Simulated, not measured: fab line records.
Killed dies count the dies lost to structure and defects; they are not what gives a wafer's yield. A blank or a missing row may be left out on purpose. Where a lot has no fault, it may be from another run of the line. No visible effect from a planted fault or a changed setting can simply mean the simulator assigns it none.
Struck lot and sound lot, side by side | flow sfqLine | 27 out of 325 route steps
Sound: the wafers L239.1, L239.2, L239.5. Struck: wafers L232.3, L232.4, L232.5. At the end, the cause is stated.
Order at every step that has rows: each side's tool, ch and its chambers, its first start. Under that, the readings that differ: sound wafers | struck wafers | difference of the means | sigmas: that difference in standard deviations of wafers without a fault.
alike: readings whose means differ by less than 2 such deviations, and words and numbers that are the same on both sides. not compared: withheld readings, readings that some wafer has no value for, bounds like >300 that may hide the same value, and numbers for which the record gives no deviation and whose values overlap.
A row with sigmas, a row that says differs or no value, or rows on one side alone: a step with any of these is where the two part. Numbers that have no deviation but don't overlap get no sigmas and don't part them. A reading missing from all wafers of one side parts the sides only when that side holds two or more wafers.

first, 1 step without rows for these wafers: SFQ_TRILAYER_M4_STRIP_SOLV_CLEAN_098 (cleans in NMP, time 600 s).
SFQ_TRILAYER_I4_DEP_PECVD_099: deposits SiO2 from SiH4/N2O, time 111.11 s, target thk 500 nm.
  sound on pecvd-03 ch 1,2, day 46 01:04; struck on pecvd-03 ch 0,1, day 37 20:22
  alike: heaterPowerW, rfFwdPowerW, throttleValvePct
then, 1 step without rows for these wafers: SFQ_TRILAYER_I4_CMP_CMP_100 (polishes SiO2).
SFQ_I4_BOW_MEAS_927:
  struck on filmMetro-04, day 38 05:38; sound on filmMetro-03, day 46 04:25
  alike: I4_BOW
then, 7 steps without rows for these wafers: SFQ_TRILAYER_I4_METRO_MEASURE_101; SFQ_TRILAYER_I4_VIA_LITHO_COAT_108 (resist thk 62 nm); SFQ_TRILAYER_I4_VIA_LITHO_COAT_103 (resist thk 650 nm); SFQ_TRILAYER_I4_VIA_LITHO_SOFTBAKE_107; SFQ_TRILAYER_I4_VIA_LITHO_EXPOSE_104 (exposes mask I4, target cd 700 nm); SFQ_TRILAYER_I4_VIA_LITHO_PEB_106 (peb time 60 s); SFQ_TRILAYER_I4_VIA_LITHO_DEVELOP_105 (time 60 s).
-- the record jumps here: 6 days lie between the struck wafers' starts before and after --
SFQ_I4_OVL_MEAS_928:
  struck on overlay-02, day 44 11:54; sound on overlay-01, day 46 08:25
  alike: I4_OVL
SFQ_TRILAYER_I4_VIA_BARC_OPEN_VIA_ETCH_146: etches BARC in O2, target depth 125 nm, time 41.7 s.
  sound on rieDiel-01 ch 0,1,3, day 46 08:27; struck on rieDiel-02 ch 0,1, day 44 11:55
  no value came back on the struck wafers for any of 5 readings (biasW (W), chamberPressureMTorr (mTorr) and others); on the sound wafers biasW (W) reads 79.93 79.98 79.92
reading                                                | sound           | struck            | difference | sigmas
model.KrF_of_TRILAYER_I4_VIA_LITHO_COAT_103.thkNm (nm) | 575 574.9 573.5 | 626.9 627.4 629.2 | +53.4      | 
  not compared: rfHoursCounterH
SFQ_TRILAYER_I4_VIA_ETCH_VIA_ETCH_106: etches SiO2 in CHF3, stops on Nb, target depth 260 nm.
  sound on rieDiel-01 ch 0,1,3, day 46 08:29; struck on rieDiel-02 ch 0,1, day 44 11:58
reading                                                | sound             | struck            | difference | sigmas
oesProductAu (a.u.)                                    | 0.857 0.856 0.859 | 0.377 0.376 0.379 | -0.480     | -96
model.KrF_of_TRILAYER_I4_VIA_LITHO_COAT_103.thkNm (nm) | 529.5 529.7 528.1 | 581.5 581.9 583.8 | +53.3      | 
  alike: biasW, chamberPressureMTorr, drypumpMotorCurrentA, rfFwdPowerW
SFQ_TRILAYER_I4_VIA_STRIP_STRIP_107: strips in O2.
  sound on rieMetal-03 ch 0,1, day 46 08:36; struck on rieMetal-02 ch 0,1, day 44 12:16
  alike: drypumpMotorCurrentA, oesProductAu
  not compared: rfHoursCounterH
then, 2 steps without rows for these wafers: SFQ_TRILAYER_I4_VIA_STRIP_SOLV_CLEAN_108 (cleans in NMP, time 600 s); SFQ_TRILAYER_JJ_TRILAYER_DEP_PRE_CLEAN_113 (time 22.5 s).
SFQ_TRILAYER_JJ_TRILAYER_DEP_SPUTTER_109: material Nb, target thk 150 nm, time 100 s.
  struck on pvdSputter-04, day 44 12:53; sound on pvdSputter-04, day 46 09:24
  alike: throttleValvePct
SFQ_TRILAYER_JJ_TRILAYER_DEP_SPUTTER_110: material Al, target thk 8 nm, time 10 s.
  struck on pvdSputter-04, day 44 12:57; sound on pvdSputter-04, day 46 09:29
  alike: throttleValvePct
then, 1 step without rows for these wafers: SFQ_TRILAYER_JJ_TRILAYER_DEP_AL_OXIDATION_111 (oxidation time 600 s).
SFQ_TRILAYER_JJ_TRILAYER_DEP_SPUTTER_112: material Nb, target thk 170 nm, time 110.3 s.
  struck on pvdSputter-04, day 44 13:58; sound on pvdSputter-04, day 46 10:30
  alike: throttleValvePct
SFQ_JJ_RS_MEAS_929: the measuring method here is four-point-probe.
  struck on filmMetro-03, day 44 14:05; sound on filmMetro-02, day 46 10:35
  alike: JJ_NB_RS
then, 3 steps without rows for these wafers: SFQ_TRILAYER_JJ_CE_LITHO_COAT_119 (resist thk 62 nm); SFQ_TRILAYER_JJ_CE_LITHO_COAT_114 (resist thk 600 nm); SFQ_TRILAYER_JJ_CE_LITHO_SOFTBAKE_118.
-- the record jumps here: 6 days lie between the struck wafers' starts before and after --
SFQ_TRILAYER_JJ_CE_LITHO_EXPOSE_115: exposes mask J5, target cd 700 nm.
  sound on krfScanner-01 ch 0, day 52 07:36; struck on krfScanner-01, day 50 17:50
  no value came back on the struck wafers for any of 5 readings (exposureDoseMJCm2, focusOffsetNm (nm) and others); on the sound wafers exposureDoseMJCm2 reads 14.378 14.373 14.385
  alike: mask
then, 1 step without rows for these wafers: SFQ_TRILAYER_JJ_CE_LITHO_PEB_117 (peb time 60 s).

## WHERE THEY PART
First at SFQ_TRILAYER_I4_VIA_BARC_OPEN_VIA_ETCH_146; last, within this record, at SFQ_TRILAYER_JJ_CE_LITHO_EXPOSE_115.

WHY: whatever the simulator had introduced
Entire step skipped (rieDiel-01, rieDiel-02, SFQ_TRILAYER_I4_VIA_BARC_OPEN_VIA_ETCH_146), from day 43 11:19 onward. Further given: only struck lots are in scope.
